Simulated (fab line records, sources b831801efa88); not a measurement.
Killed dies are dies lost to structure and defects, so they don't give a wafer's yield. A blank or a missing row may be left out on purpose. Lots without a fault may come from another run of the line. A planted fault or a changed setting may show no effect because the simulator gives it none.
fab line records | flow sky130
record lots=5 wafers=15 last_day=49
route steps=708 shown LDD_LDN@298 SPACER@304 POLY_CUT@307 SD_P@320 RES_XHIGH@332
lots that met no fault: from a run of the same line without faults
start_h: hours from the record's first day to the start of the lot's first wafer shown | wait_h: hours since the lot's step before | " the same as in the row above | L1.1+2: a row that stands for several wafers | - no value, or no start given | * or withheld: withheld | < > ~ a bound
route shown NAME@n: a module of which the file shows steps, and the number in the route of the first | usual: mean/standard deviation of fault-free wafers | same: alike in all rows | chamber/n: place in a boat | sites: the reading at each site | _std_site: their standard deviation | _edge_site: outer sites' mean less inner sites' | radius_mm: how far each site lies from the wafer's centre | mask NAME#n: copy n | behind: the tool/chamber that last shaped the wafer | hold: why the lot was held/for how many hours/how that ended | device: the transistor (n, p or np) that didn't switch | end of line: the same wafers' tests at the end of the route | a step without rows: its recipe alone | killed: dies lost to structure and defects at the first sort, not the wafer's yield | map: a wafer's dies, x killed, . not, _ none there
set.NAME: the setting as run; set.NAME@STEP: as run at that earlier step | model.NAME: the simulator's own value behind a step, which no gauge read
lots at some steps of the route; a table a step, a row a wafer
services: from which hour (start_h, from the record's first day; less than 0 if before it) a tool's chamber was out of use, for how many hours, and why
## steps
# step SKY_LDD_LDN_IMPLANT_09
# recipe species=As energy_kev=15 dose_cm2=1.25e+13 tilt_deg=withheld rotation_deg=113
# columns lot.wafer tool chamber start_h wait_h
L075.1+2+4 implanter-04 0 528.02 0.1
L076.3+4+5 implanter-02 0 552.71 0.1
L085.1+2+5 implanter-01 0 622.13 0.1
L091.2+3+4 implanter-01 0 669.55 0.1
L095.2+3+4 implanter-04 0 694.40 0.1
# step SKY_LDD_LDN_IMPLANT_10
# recipe species=As energy_kev=15 dose_cm2=1.25e+13 tilt_deg=withheld rotation_deg=203
# columns lot.wafer tool chamber start_h wait_h
L075.1+2+4 implanter-04 0 528.17 0.1
L076.3+4+5 implanter-02 0 552.86 0.1
L085.1+2+5 implanter-01 0 622.28 0.1
L091.2+3+4 implanter-01 0 669.70 0.1
L095.2+3+4 implanter-04 0 694.55 0.1
# step SKY_LDD_LDN_IMPLANT_11
# recipe species=As energy_kev=15 dose_cm2=1.25e+13 tilt_deg=withheld rotation_deg=293
# columns lot.wafer tool chamber start_h wait_h
L075.1+2+4 implanter-04 0 528.32 0.1
L076.3+4+5 implanter-02 0 553.01 0.1
L085.1+2+5 implanter-01 0 622.43 0.1
L091.2+3+4 implanter-01 0 669.85 0.1
L095.2+3+4 implanter-04 0 694.70 0.1
# step SKY_LDD_LDN_STRIP_12
# recipe chemistry=O2/N2 power_w=1400 pressure_mtorr=1500 platen_temp_c=withheld o2_flow_sccm=3000 n2_flow_sccm=300 overash_fraction=0.5
# usual drypump_motor_current_A=5.5/0.39 oes_product_au=0.716/0.0047 strip_time_to_endpoint_s=14.14/0.043
# columns lot.wafer tool chamber start_h wait_h drypump_motor_current_A oes_product_au rf_hours_counter_h strip_time_to_endpoint_s
L075.1 plasma_asher-04 1 528.47 0.1 5.6 0.712 70 14.22
L075.2 " 0 " " 6.1 0.713 70 14.22
L075.4 " 0 " " 6.1 0.722 - 14.20
L076.3 plasma_asher-01 0 553.14 0.1 5.1 0.716 - 14.17
L076.4 " 1 " " 5.6 0.713 - 14.12
L076.5 " 0 " " 5.2 0.728 - 14.16
L085.1 plasma_asher-03 1 622.58 0.1 4.9 0.714 52 14.21
L085.2 " 0 " " 5.4 0.709 52 14.23
L085.5 " 1 " " 4.9 0.709 - 14.18
L091.2 plasma_asher-03 1 669.97 0.1 4.9 0.718 58 14.13
L091.3 " 1 " " 4.9 0.717 - 14.07
L091.4 " 0 " " 5.5 0.711 - 14.15
L095.2 plasma_asher-01 0 694.82 0.1 5.1 0.721 29 14.18
L095.3 " 1 " " 5.5 0.714 - 14.15
L095.4 " 0 " " 5.2 0.728 - 14.17
# step SKY_LDD_LDN_TW_MEAS_13
# usual LDD_LDN_TW=1472/12
# columns lot.wafer tool chamber start_h wait_h LDD_LDN_TW
L075.1 film_metro-01 - 528.57 0.1 1457
L075.2 " - " " 1457
L075.4 " - " " 1451
L076.3 film_metro-02 - 553.23 0.1 1468
L076.4 " - " " 1471
L076.5 " - " " 1472
L085.1 film_metro-04 - 622.68 0.1 1488
L085.2 " - " " 1486
L085.5 " - " " 1482
L091.2 film_metro-01 - 670.08 0.1 1462
L091.3 " - " " 1473
L091.4 " - " " 1473
L095.2 film_metro-04 - 694.93 0.1 1490
L095.3 " - " " 1484
L095.4 " - " " 1489
# step SKY_LDD_LDN_CLEAN_14
# recipe chemistry=SC1/SC2 mix=1:4:20 temp_c=70 time_s=150 dry=n2_spin
# same time_s=150
# columns lot.wafer tool chamber start_h wait_h
L075.1+2+4 wet_bench-02 3 528.63 0.1
L076.3+4+5 wet_bench-01 1 553.27 0.0
L085.1+2+5 wet_bench-02 1 622.74 0.1
L091.2+3+4 wet_bench-04 0 670.13 0.0
L095.2+3+4 wet_bench-04 1 694.98 0.0
# step SKY_SPACER_CVD_00
# recipe material=Si3N4 precursor=DCS/NH3 target_thk_nm=43.1 temp_c=770 time_s=740 pressure_mtorr=250
# usual spike_tc_bottom_C=788.9/1.3 spike_tc_centre_C=769.7/1.1
# same time_s=740
# columns lot.wafer tool chamber start_h wait_h spike_tc_bottom_C spike_tc_centre_C
L075.1 lpcvd-02 1 529.62 0.9 787.6 770.1
L075.2 " 1 " " 787.2 767.7
L075.4 " 1 " " 788.9 770.5
L076.3 lpcvd-02 1 553.36 0.0 788.9 768.8
L076.4 " 1 " " 788.3 769.0
L076.5 " 1 " " 788.2 771.3
L085.1 lpcvd-02 0 622.79 0.0 788.9 768.9
L085.2 " 0 " " 788.4 770.8
L085.5 " 0 " " 788.7 769.9
L091.2 lpcvd-02 1 670.18 0.0 787.5 770.4
L091.3 " 1 " " 787.5 770.4
L091.4 " 1 " " 789.4 768.3
L095.2 lpcvd-02 1 695.03 0.0 787.7 772.2
L095.3 " 1 " " 789.2 770.3
L095.4 " 1 " " 788.2 771.3
# step SKY_SPACER_THK_MEAS_01
# recipe reads=Si3N4_of_SPACER_CVD_00
# usual SPACER_CVD_00_THK=43.3/0.38
# columns lot.wafer tool chamber start_h wait_h SPACER_CVD_00_THK[nm]
L075.1 film_metro-02 - 530.82 0.0 43.5
L075.2 " - " " 43.5
L075.4 " - " " 43.7
L076.3 film_metro-02 - 554.59 0.0 43.0
L076.4 " - " " 43.2
L076.5 " - " " 43.2
L085.1 film_metro-02 - 623.99 0.0 43.3
L085.2 " - " " 43.3
L085.5 " - " " 43.4
L091.2 film_metro-02 - 671.40 0.0 43.1
L091.3 " - " " 43.0
L091.4 " - " " 42.7
L095.2 film_metro-03 - 696.25 0.0 43.2
L095.3 " - " " 42.8
L095.4 " - " " 43.1
# step SKY_SPACER_ETCHBACK_02
# recipe chemistry=CH3F/O2 target=Si3N4 stop_on=SiO2 source_w=400 bias_w=80 pressure_mtorr=25 ch3f_flow_sccm=40 O2_flow_sccm=30 time_s=46.7 target_depth_a=450
# usual bias_w=80.01/0.25 drypump_motor_current_A=5.5/0.48 oes_product_au=0.856/0.0059 throttle_valve_pct=10.562/0.0099
# same time_s=46.7
# columns lot.wafer tool chamber start_h wait_h bias_w drypump_motor_current_A oes_product_au rf_hours_counter_h throttle_valve_pct
L075.1 rie_diel-01 2 530.88 0.1 79.97 5.7 0.858 0 10.567
L075.2 " 3 " " 80.09 6.0 0.855 16 10.558
L075.4 " 0 " " 79.82 5.7 0.857 67 10.559
L076.3 rie_diel-01 0 554.63 0.0 79.81 5.6 0.851 67 10.573
L076.4 " 3 " " 80.18 6.0 0.852 16 10.558
L076.5 " 0 " " 79.75 5.7 0.854 - 10.561
L085.1 rie_diel-03 2 624.05 0.1 79.65 4.9 0.858 20 10.549
L085.2 " 3 " " 79.39 6.4 0.847 7 10.569
L085.5 " 0 " " 79.98 4.7 0.855 - 10.579
L091.2 rie_diel-01 1 671.45 0.0 80.28 5.4 0.855 6 10.551
L091.3 " 3 " " 79.61 6.0 0.854 19 10.558
L091.4 " 2 " " 80.28 5.7 0.858 3 10.548
L095.2 rie_diel-03 0 696.30 0.0 80.38 4.7 0.848 7 10.548
L095.3 " 3 " " 80.25 6.4 0.854 8 10.573
L095.4 " 1 " " 79.94 5.3 0.859 34 10.535
# step SKY_POLY_CUT_DEHYDRATE_00
# recipe temp_c=200 time_s=60
# same time_s=60
# columns lot.wafer tool chamber start_h wait_h
L075.1+2+4 litho_track-02 0 545.27 14.4
L076.3+4+5 litho_track-02 0 568.77 14.1
L085.1+2+5 litho_track-02 0 638.12 14.0
L091.2+3+4 litho_track-02 0 684.20 12.7
L095.2+3+4 litho_track-04 0 708.87 12.6
# step SKY_POLY_CUT_HMDS_01
# recipe prime_time_s=60 prime_temp_c=120
# columns lot.wafer tool chamber start_h wait_h
L075.1+2+4 litho_track-02 0 545.42 0.1
L076.3+4+5 litho_track-02 0 568.92 0.1
L085.1+2+5 litho_track-02 0 638.27 0.1
L091.2+3+4 litho_track-02 0 684.35 0.1
L095.2+3+4 litho_track-04 0 709.02 0.1
# step SKY_POLY_CUT_COAT_02
# recipe resist=BARC temp_c=withheld time_s=withheld spin_rpm=3000 resist_thk_nm=60
# columns lot.wafer tool chamber start_h wait_h
L075.1+2+4 litho_track-02 0 545.57 0.1
L076.3+4+5 litho_track-02 0 569.07 0.1
L085.1+2+5 litho_track-02 0 638.42 0.1
L091.2+3+4 litho_track-02 0 684.50 0.1
L095.2+3+4 litho_track-04 0 709.17 0.1
# step SKY_POLY_CUT_COAT_03
# recipe resist=KrF-thick spin_rpm=3000 resist_thk_nm=450
# columns lot.wafer tool chamber start_h wait_h
L075.1+2+4 litho_track-02 0 - -
L076.3+4+5 litho_track-02 0 - -
L085.1+2+5 litho_track-02 0 - -
L091.2+3+4 litho_track-02 0 - -
L095.2+3+4 litho_track-04 0 - -
# step SKY_POLY_CUT_SOFTBAKE_04
# recipe temp_c=100 time_s=90 resist=KrF-thick
# same time_s=90
# columns lot.wafer tool chamber start_h wait_h
L075.1+2+4 litho_track-02 0 - -
L076.3+4+5 litho_track-02 0 - -
L085.1+2+5 litho_track-02 0 - -
L091.2+3+4 litho_track-02 0 - -
L095.2+3+4 litho_track-04 0 - -
# step SKY_POLY_CUT_EXPOSE_05
# recipe mask_id=NPCM na=0.8 source_shape=annular sigma_inner=0.55 sigma_outer=0.85 target_cd_nm=270 dose_mj=32
# columns lot.wafer tool chamber start_h wait_h mask
L075.1+2+4 krf_scanner-02 0 - - NPCM#0
L076.3+4+5 krf_scanner-01 0 - - NPCM#0
L085.1+2+5 krf_scanner-02 0 - - NPCM#0
L091.2+3+4 krf_scanner-01 0 - - NPCM#0
L095.2+3+4 krf_scanner-01 0 - - NPCM#0
# step SKY_POLY_CUT_PEB_06
# recipe peb_temp_c=withheld peb_time_s=withheld resist=KrF-thick
# columns lot.wafer tool chamber start_h wait_h
L075.1+2+4 litho_track-03 0 - -
L076.3+4+5 litho_track-03 0 - -
L085.1+2+5 litho_track-04 0 - -
L091.2+3+4 litho_track-03 0 - -
L095.2+3+4 litho_track-02 0 - -
# step SKY_POLY_CUT_DEVELOP_07
# recipe develop_time_s=60 resist=KrF-thick dev_temp_c=21
# same develop_time_s=60
# columns lot.wafer tool chamber start_h wait_h
L075.1+2+4 litho_track-03 0 - -
L076.3+4+5 litho_track-03 0 - -
L085.1+2+5 litho_track-04 0 - -
L091.2+3+4 litho_track-03 0 - -
L095.2+3+4 litho_track-02 0 - -
# step SKY_POLY_CUT_CD_MEAS_08
# recipe target_cd_nm=270
# usual cd_nm=270.3/1.6
# columns lot.wafer tool chamber start_h wait_h cd_nm
L075.1 cd_sem-01 - 560.49 - 272.7
L075.2 " - " " 272.4
L075.4 " - " " 272.4
L076.3 cd_sem-02 - 583.96 - 271.5
L076.4 " - " " 272.5
L076.5 " - " " 271.9
L085.1 cd_sem-02 - 652.55 - 271.8
L085.2 " - " " 270.0
L085.5 " - " " 271.7
L091.2 cd_sem-01 - 699.46 - 269.9
L091.3 " - " " 271.0
L091.4 " - " " 270.5
L095.2 cd_sem-01 - 723.34 - 268.1
L095.3 " - " " 270.2
L095.4 " - " " 269.7
# step SKY_POLY_CUT_OVL_MEAS_09
# usual POLY_CUT_OVL=0/6.6
# columns lot.wafer tool chamber start_h wait_h POLY_CUT_OVL[nm]
L075.1 overlay-01 - 560.61 0.1 -6
L075.2 " - " " -5
L075.4 " - " " 5
L076.3 overlay-02 - 584.05 0.1 -2
L076.4 " - " " 15
L076.5 " - " " -2
L085.1 overlay-02 - 652.67 0.1 4
L085.2 " - " " 9
L085.5 " - " " -1
L091.2 overlay-01 - 699.56 0.1 10
L091.3 " - " " -1
L091.4 " - " " 14
L095.2 overlay-02 - 723.45 0.1 7
L095.3 " - " " 15
L095.4 " - " " 16
# step SKY_POLY_CUT_ETCH_10
# recipe chemistry=N2/H2 target=BARC ion_energy_ev=200 source_w=500 bias_w=100 pressure_mtorr=30 n2_flow_sccm=100 h2_flow_sccm=200 stop_on=SiO2 time_s=45.9 target_depth_a=600
# usual bias_w=100.0/0.32 drypump_motor_current_A=5.8/0.32 h2_flow_sccm=199.9/0.6 oes_product_au=0.854/0.0045 throttle_valve_pct=13.224/0.0084
# same time_s=45.9
# columns lot.wafer tool chamber start_h wait_h bias_w drypump_motor_current_A h2_flow_sccm oes_product_au rf_hours_counter_h throttle_valve_pct
L075.1 rie_diel-04 0 560.64 0.0 100.8 6.3 199.3 0.849 40 13.215
L075.2 " 3 " " 100.1 5.8 200.2 0.853 4 13.219
L075.4 " 3 " " 99.8 5.7 199.6 0.847 - 13.228
L076.3 rie_diel-04 3 584.07 0.0 99.8 5.7 200.2 0.860 4 13.239
L076.4 " 2 " " 100.0 6.0 200.4 0.845 3 13.218
L076.5 " 3 " " 99.9 5.7 198.8 0.854 - 13.226
L085.1 rie_diel-01 0 652.70 0.0 100.0 5.7 199.0 0.852 0 13.213
L085.2 " 1 " " 100.1 5.4 199.7 0.853 6 13.241
L085.5 " 2 " " 99.7 5.7 200.1 0.855 - 13.214
L091.2 rie_diel-01 0 699.59 0.0 100.2 5.7 201.0 0.861 1 13.223
L091.3 " 2 " " 99.5 5.7 199.9 0.851 3 13.226
L091.4 " 1 " " 100.2 5.4 200.4 0.858 7 13.220
L095.2 rie_diel-02 2 723.48 0.0 100.2 5.1 199.8 0.850 6 13.220
L095.3 " 3 " " 100.2 5.5 199.7 0.855 4 13.237
L095.4 " 0 " " 99.8 5.9 200.3 0.853 18 13.225
# step SKY_POLY_CUT_ETCH_11
# recipe target=Si3N4 chemistry=CF4/CH2F2/Ar stop_on=poly-Si source_w=600 bias_w=150 pressure_mtorr=40 cf4_flow_sccm=40 ch2f2_flow_sccm=20 Ar_flow_sccm=150 time_s=42.5 target_depth_a=600
# usual bias_w=150.0/0.48 drypump_motor_current_A=5.8/0.32 oes_product_au=0.832/0.008 throttle_valve_pct=14.995/0.0092
# same time_s=42.5
# columns lot.wafer tool chamber start_h wait_h bias_w drypump_motor_current_A oes_product_au rf_hours_counter_h throttle_valve_pct
L075.1 rie_diel-04 0 560.69 0.0 149.8 6.3 0.824 40 14.999
L075.2 " 3 " " 149.8 5.7 0.831 4 14.992
L075.4 " 3 " " 149.2 5.7 0.825 - 14.998
L076.3 rie_diel-04 3 584.12 0.0 150.1 5.7 0.825 4 15.004
L076.4 " 2 " " 150.0 6.0 0.840 4 14.983
L076.5 " 3 " " 149.2 5.7 0.821 - 14.986
L085.1 rie_diel-01 0 652.75 0.0 150.2 5.7 0.805 0 15.006
L085.2 " 1 " " 149.5 5.4 0.820 6 14.986
L085.5 " 2 " " 151.0 5.7 0.819 - 15.010
L091.2 rie_diel-01 0 699.64 0.0 150.0 5.7 0.837 1 14.992
L091.3 " 2 " " 151.0 5.7 0.836 3 14.993
L091.4 " 1 " " 150.3 5.4 0.825 7 14.998
L095.2 rie_diel-02 2 723.52 0.0 149.5 5.1 0.840 6 15.015
L095.3 " 3 " " 150.0 5.5 0.834 4 14.986
L095.4 " 0 " " 150.2 6.0 0.822 18 14.989
# step SKY_POLY_CUT_STRIP_12
# recipe chemistry=O2/N2 power_w=1400 pressure_mtorr=1500 platen_temp_c=withheld o2_flow_sccm=3000 n2_flow_sccm=300 overash_fraction=0.5
# usual drypump_motor_current_A=5.5/0.32 oes_product_au=0.453/0.0042 strip_time_to_endpoint_s=5.352/0.017
# columns lot.wafer tool chamber start_h wait_h drypump_motor_current_A oes_product_au rf_hours_counter_h strip_time_to_endpoint_s
L075.1 plasma_asher-01 0 560.73 0.0 5.2 0.448 14 5.323
L075.2 " 1 " " 5.6 0.449 14 5.328
L075.4 " 0 " " 5.2 0.458 - 5.325
L076.3 plasma_asher-04 1 584.19 0.1 5.6 0.456 - 5.357
L076.4 " 0 " " 6.1 0.453 - 5.358
L076.5 " 0 " " 6.1 0.447 - 5.361
L085.1 plasma_asher-02 1 652.79 0.0 5.1 0.454 96 5.373
L085.2 " 0 " " 5.6 0.457 96 5.361
L085.5 " 1 " " 5.1 0.454 - 5.354
L091.2 plasma_asher-02 0 699.68 0.0 5.6 0.455 101 5.347
L091.3 " 0 " " 5.6 0.448 - 5.377
L091.4 " 1 " " 5.1 0.452 - 5.346
L095.2 plasma_asher-01 0 723.56 0.0 5.1 0.458 31 5.347
L095.3 " 1 " " 5.5 0.443 - 5.357
L095.4 " 0 " " 5.2 0.449 - 5.375
# step SKY_SD_P_DEHYDRATE_00
# recipe temp_c=200 time_s=60
# same time_s=60
# columns lot.wafer tool chamber start_h wait_h
L075.1+2+4 litho_track-04 0 575.45 14.7
L076.3+4+5 litho_track-03 0 598.04 13.8
L085.1+2+5 litho_track-04 0 667.40 14.6
L091.2+3+4 litho_track-01 0 712.06 12.4
L095.2+3+4 litho_track-03 0 736.26 12.7
# step SKY_SD_P_HMDS_01
# recipe prime_time_s=60 prime_temp_c=120
# columns lot.wafer tool chamber start_h wait_h
L075.1+2+4 litho_track-04 0 575.60 0.1
L076.3+4+5 litho_track-03 0 598.19 0.1
L085.1+2+5 litho_track-04 0 667.55 0.1
L091.2+3+4 litho_track-01 0 712.21 0.1
L095.2+3+4 litho_track-03 0 736.41 0.1
# step SKY_SD_P_COAT_02
# recipe resist=NOVOLAK spin_rpm=3000 resist_thk_nm=1140
# columns lot.wafer tool chamber start_h wait_h
L075.1+2+4 litho_track-04 0 575.75 0.1
L076.3+4+5 litho_track-03 0 598.34 0.1
L085.1+2+5 litho_track-04 0 667.70 0.1
L091.2+3+4 litho_track-01 0 712.36 0.1
L095.2+3+4 litho_track-03 0 736.56 0.1
# step SKY_SD_P_SOFTBAKE_03
# recipe temp_c=90 time_s=60 resist=NOVOLAK
# same time_s=60
# columns lot.wafer tool chamber start_h wait_h
L075.1+2+4 litho_track-04 0 575.90 0.1
L076.3+4+5 litho_track-03 0 598.49 0.1
L085.1+2+5 litho_track-04 0 667.85 0.1
L091.2+3+4 litho_track-01 0 712.51 0.1
L095.2+3+4 litho_track-03 0 736.71 0.1
# step SKY_SD_P_EXPOSE_04
# recipe mask_id=PSDM na=0.6 source_shape=conventional sigma_outer=0.6 polarization=unpolarized target_cd_nm=380 dose_mj=138
# columns lot.wafer tool chamber start_h wait_h mask
L075.1+2+4 iline_stepper-01 0 - - PSDM#0
L076.3+4+5 iline_stepper-02 0 - - PSDM#0
L085.1+2+5 iline_stepper-02 0 - - PSDM#0
L091.2+3+4 iline_stepper-02 0 - - PSDM#0
L095.2+3+4 iline_stepper-01 0 - - PSDM#0
# step SKY_SD_P_PEB_05
# recipe temp_c=withheld time_s=* resist=NOVOLAK
# same time_s=*
# columns lot.wafer tool chamber start_h wait_h
L075.1+2+4 litho_track-04 0 - -
L076.3+4+5 litho_track-03 0 - -
L085.1+2+5 litho_track-01 0 - -
L091.2+3+4 litho_track-04 0 - -
L095.2+3+4 litho_track-03 0 - -
# step SKY_SD_P_DEVELOP_06
# recipe resist=NOVOLAK developer=TMAH develop_time_s=60 dev_temp_c=23
# same develop_time_s=60
# columns lot.wafer tool chamber start_h wait_h
L075.1+2+4 litho_track-04 0 590.25 0.1
L076.3+4+5 litho_track-03 0 613.24 0.1
L085.1+2+5 litho_track-01 0 680.94 0.1
L091.2+3+4 litho_track-04 0 726.47 0.1
L095.2+3+4 litho_track-03 0 750.26 0.1
# step SKY_SD_P_CD_MEAS_07
# recipe target_cd_nm=380
# usual cd_nm=380.6/2.6
# columns lot.wafer tool chamber start_h wait_h cd_nm
L075.1 cd_sem-02 - 590.40 0.1 382.7
L075.2 " - " " 384.9
L075.4 " - " " 384.9
L076.3 cd_sem-02 - 613.38 0.1 379.9
L076.4 " - " " 381.6
L076.5 " - " " 378.0
L085.1 cd_sem-02 - 681.09 0.1 383.9
L085.2 " - " " 382.8
L085.5 " - " " 384.8
L091.2 cd_sem-02 - 726.62 0.1 382.3
L091.3 " - " " 383.3
L091.4 " - " " 382.2
L095.2 cd_sem-01 - 750.41 0.1 384.2
L095.3 " - " " 382.6
L095.4 " - " " 381.8
# step SKY_SD_P_OVL_MEAS_08
# usual SD_P_OVL=0.4/1.4
# columns lot.wafer tool chamber start_h wait_h SD_P_OVL[nm]
L075.1 overlay-02 - 590.52 0.1 2.5
L075.2 " - " " 1.9
L075.4 " - " " 1.3
L076.3 overlay-02 - 613.47 0.1 2.3
L076.4 " - " " 1.9
L076.5 " - " " 0.8
L085.1 overlay-01 - 681.21 0.1 0.9
L085.2 " - " " -0.8
L085.5 " - " " -1.3
L091.2 overlay-01 - 726.72 0.1 -2.6
L091.3 " - " " -0.3
L091.4 " - " " -0.5
L095.2 overlay-02 - 750.51 0.1 3.9
L095.3 " - " " 0.4
L095.4 " - " " 1.2
# step SKY_SD_P_IMPLANT_09
# recipe species=BF2 energy_kev=20 dose_cm2=3e+15 tilt_deg=0
# columns lot.wafer tool chamber start_h wait_h
L075.1+2+4 implanter-02 0 590.55 0.0
L076.3+4+5 implanter-02 0 613.54 0.1
L085.1+2+5 implanter-02 0 681.25 0.0
L091.2+3+4 implanter-04 0 726.78 0.0
L095.2+3+4 implanter-02 0 750.57 0.0
# step SKY_SD_P_STRIP_10
# recipe chemistry=O2/N2 power_w=1400 pressure_mtorr=1500 platen_temp_c=withheld o2_flow_sccm=3000 n2_flow_sccm=300 overash_fraction=0.5
# usual drypump_motor_current_A=5.32/0.25 oes_product_au=0.618/0.0046 strip_time_to_endpoint_s=17.47/0.036
# columns lot.wafer tool chamber start_h wait_h drypump_motor_current_A oes_product_au rf_hours_counter_h strip_time_to_endpoint_s
L075.1 plasma_asher-01 0 590.70 0.1 5.15 0.616 17 17.45
L075.2 " 1 " " 5.56 0.616 17 17.49
L075.4 " 0 " " 5.14 0.617 - 17.46
L076.3 plasma_asher-01 0 613.68 0.1 5.16 0.620 - 17.49
L076.4 " 1 " " 5.54 0.617 - 17.51
L076.5 " 0 " " 5.15 0.620 - 17.52
L085.1 plasma_asher-01 1 681.40 0.1 5.55 0.620 28 17.48
L085.2 " 0 " " 5.16 0.620 28 17.50
L085.5 " 1 " " 5.54 0.625 - 17.46
L091.2 plasma_asher-01 0 726.90 0.1 5.15 0.619 31 17.51
L091.3 " 1 " " 5.56 0.616 - 17.53
L091.4 " 0 " " 5.14 0.619 - 17.48
L095.2 plasma_asher-01 0 750.69 0.1 5.17 0.617 34 17.45
L095.3 " 1 " " 5.54 0.621 - 17.40
L095.4 " 0 " " 5.15 0.616 - 17.41
# step SKY_SD_P_TW_MEAS_11
# usual SD_P_TW=2816/19
# columns lot.wafer tool chamber start_h wait_h SD_P_TW
L075.1 film_metro-03 - 590.80 0.1 2803
L075.2 " - " " 2808
L075.4 " - " " 2807
L076.3 film_metro-04 - 613.76 0.1 2852
L076.4 " - " " 2838
L076.5 " - " " 2828
L085.1 film_metro-03 - 681.50 0.1 2804
L085.2 " - " " 2815
L085.5 " - " " 2814
L091.2 film_metro-03 - 727.01 0.1 2804
L091.3 " - " " 2803
L091.4 " - " " 2805
L095.2 film_metro-03 - 750.80 0.1 2809
L095.3 " - " " 2801
L095.4 " - " " 2812
# step SKY_RES_XHIGH_DEHYDRATE_00
# recipe temp_c=200 time_s=60
# same time_s=60
# columns lot.wafer tool chamber start_h wait_h
L075.1+2+4 litho_track-02 0 604.82 14.0
L076.3+4+5 litho_track-04 0 627.15 13.4
L085.1+2+5 litho_track-01 0 695.94 14.4
L091.2+3+4 litho_track-04 0 739.62 12.6
L095.2+3+4 litho_track-04 0 763.57 12.8
# step SKY_RES_XHIGH_HMDS_01
# recipe prime_time_s=60 prime_temp_c=120
# columns lot.wafer tool chamber start_h wait_h
L075.1+2+4 litho_track-02 0 604.97 0.1
L076.3+4+5 litho_track-04 0 627.30 0.1
L085.1+2+5 litho_track-01 0 696.09 0.1
L091.2+3+4 litho_track-04 0 739.77 0.1
L095.2+3+4 litho_track-04 0 763.72 0.1
# step SKY_RES_XHIGH_COAT_02
# recipe resist=NOVOLAK spin_rpm=3000 resist_thk_nm=1140
# columns lot.wafer tool chamber start_h wait_h
L075.1+2+4 litho_track-02 0 605.12 0.1
L076.3+4+5 litho_track-04 0 627.45 0.1
L085.1+2+5 litho_track-01 0 696.24 0.1
L091.2+3+4 litho_track-04 0 739.92 0.1
L095.2+3+4 litho_track-04 0 763.87 0.1
# step SKY_RES_XHIGH_SOFTBAKE_03
# recipe temp_c=90 time_s=60 resist=NOVOLAK
# same time_s=60
# columns lot.wafer tool chamber start_h wait_h
L075.1+2+4 litho_track-02 0 605.27 0.1
L076.3+4+5 litho_track-04 0 627.60 0.1
L085.1+2+5 litho_track-01 0 696.39 0.1
L091.2+3+4 litho_track-04 0 740.07 0.1
L095.2+3+4 litho_track-04 0 764.02 0.1
# step SKY_RES_XHIGH_EXPOSE_04
# recipe mask_id=URPM na=0.6 source_shape=conventional sigma_outer=0.6 polarization=unpolarized target_cd_nm=1270 dose_mj=140
# columns lot.wafer tool chamber start_h wait_h mask
L075.1+2+4 iline_stepper-01 0 - - URPM#0
L076.3+4+5 iline_stepper-01 0 - - URPM#0
L085.1+2+5 iline_stepper-01 0 - - URPM#0
L091.2+3+4 iline_stepper-01 0 - - URPM#0
L095.2+3+4 iline_stepper-02 0 - - URPM#0
# step SKY_RES_XHIGH_PEB_05
# recipe temp_c=withheld time_s=* resist=NOVOLAK
# same time_s=*
# columns lot.wafer tool chamber start_h wait_h
L075.1+2+4 litho_track-01 0 - -
L076.3+4+5 litho_track-01 0 - -
L085.1+2+5 litho_track-01 0 - -
L091.2+3+4 litho_track-01 0 - -
L095.2+3+4 litho_track-02 0 - -
# step SKY_RES_XHIGH_DEVELOP_06
# recipe resist=NOVOLAK developer=TMAH develop_time_s=60 dev_temp_c=23
# same develop_time_s=60
# columns lot.wafer tool chamber start_h wait_h
L075.1+2+4 litho_track-01 0 619.49 0.1
L076.3+4+5 litho_track-01 0 641.89 0.1
L085.1+2+5 litho_track-01 0 709.44 0.1
L091.2+3+4 litho_track-01 0 754.01 0.1
L095.2+3+4 litho_track-02 0 776.80 0.1
# step SKY_RES_XHIGH_IMPLANT_07
# recipe species=BF2 energy_kev=20 dose_cm2=3.6e+14 tilt_deg=0
# columns lot.wafer tool chamber start_h wait_h
L075.1+2+4 implanter-02 0 619.64 0.1
L076.3+4+5 implanter-03 0 642.04 0.1
L085.1+2+5 implanter-02 0 709.59 0.1
L091.2+3+4 implanter-01 0 754.16 0.1
L095.2+3+4 implanter-01 0 776.95 0.1
# step SKY_RES_XHIGH_STRIP_08
# recipe chemistry=O2/N2 power_w=1400 pressure_mtorr=1500 platen_temp_c=withheld o2_flow_sccm=3000 n2_flow_sccm=300 overash_fraction=0.5
# usual drypump_motor_current_A=5.6/0.4 oes_product_au=0.711/0.0044 strip_time_to_endpoint_s=14.26/0.044
# columns lot.wafer tool chamber start_h wait_h drypump_motor_current_A oes_product_au rf_hours_counter_h strip_time_to_endpoint_s
L075.1 plasma_asher-04 0 619.79 0.1 6.1 0.716 77 14.28
L075.2 " 1 " " 5.7 0.709 77 14.25
L075.4 " 1 " " 5.7 0.718 - 14.30
L076.3 plasma_asher-03 1 642.17 0.1 4.9 0.725 - 14.27
L076.4 " 0 " " 5.4 0.708 - 14.27
L076.5 " 0 " " 5.4 0.708 - 14.28
L085.1 plasma_asher-02 1 709.74 0.1 5.2 0.706 102 14.26
L085.2 " 0 " " 5.7 0.707 102 14.28
L085.5 " 1 " " 5.1 0.715 - 14.27
L091.2 plasma_asher-02 0 754.29 0.1 5.6 0.713 1 14.27
L091.3 " 0 " " 5.6 0.718 - 14.23
L091.4 " 1 " " 5.1 0.712 - 14.24
L095.2 plasma_asher-02 1 777.07 0.1 5.1 0.710 4 14.27
L095.3 " 0 " " 5.6 0.707 - 14.28
L095.4 " 1 " " 5.2 0.714 - 14.26
## services
# columns tool chamber start_h hours kind
iline_stepper-02 - 516.89 4.4 pm
implanter-01 - 527.98 5.0 pm
iline_stepper-02 - 548.12 1.7 pm
rie_diel-04 2 549.33 12.1 repair
rie_diel-04 - 565.41 10.0 pm
iline_stepper-02 - 572.81 2.1 pm
implanter-04 - 576.89 5.5 pm
implanter-02 - 584.07 5.2 repair
implanter-02 - 613.68 1.1 repair
rie_diel-01 - 632.14 2.8 pm
implanter-04 - 663.44 4.9 repair
implanter-01 - 668.01 0.8 repair
plasma_asher-02 - 668.92 2.1 repair
implanter-02 - 674.13 1.0 repair
rie_diel-01 1 675.72 4.3 repair
iline_stepper-01 - 680.99 1.7 pm
implanter-04 - 690.86 2.8 repair
plasma_asher-01 - 700.62 4.9 repair
lpcvd-02 - 726.29 1.4 repair
plasma_asher-02 - 733.75 9.0 pm
iline_stepper-01 - 742.42 19.6 repair
iline_stepper-01 - 742.67 2.6 repair
plasma_asher-01 - 750.92 2.8 pm
implanter-02 - 751.28 13.6 repair
## key
fault none
